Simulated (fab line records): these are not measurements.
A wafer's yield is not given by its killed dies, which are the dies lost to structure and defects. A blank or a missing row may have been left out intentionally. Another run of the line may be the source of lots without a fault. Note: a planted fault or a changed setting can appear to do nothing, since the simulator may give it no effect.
Matching of chambers    flow sky130    4 sister chambers for SKY_FIELD_ISO_ETCH_17 on rie_si-02
The step etches Si in HBr/Cl2/O2, target depth 342 nm, time 97.7 s. 4 wafers are shown with their chamber, then 8 later ones without.

WAFERS, EACH WITH ITS CHAMBER
wafer   chamber  drypump_motor_current_A (A)
L325.1  1        6.3
L326.4  0        5.7
L326.5  2        5.5
L330.2  3        6.0

WAFERS WITHOUT THEIR CHAMBER
wafer   drypump_motor_current_A (A)
L330.3  6.3
L330.4  5.6
L332.1  5.7
L332.4  6.0
L332.5  6.3
L333.2  6.0
L333.3  6.3
L333.6  5.7

WHICH CHAMBER EACH ONE RAN IN
wafer   from the rows above      in truth
L330.3  1                        1
L330.4  can't be placed: 2 or 0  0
L332.1  0                        0
L332.4  3                        3
L332.5  1                        1
L333.2  3                        3
L333.3  1                        1
L333.6  0                        0
Placed correctly: 7 of 8. These rows do not allow placing 1 (true chamber among the candidates in 1). Placed wrongly: 0.
How it was worked out, from the rows above alone: a wafer's distance from a chamber is the root of the sum, over the readings, of the square of ((its reading less the chamber's mean) divided by the reading's scatter). The wafer belongs to the nearest chamber; if the next one is less than 2 further off, it can't be placed. Each chamber's mean is taken over the wafers shown for it. The scatter (one wafer shown for each chamber): square how far every hidden wafer sits from the nearest shown wafer, average those squares and take the square root.
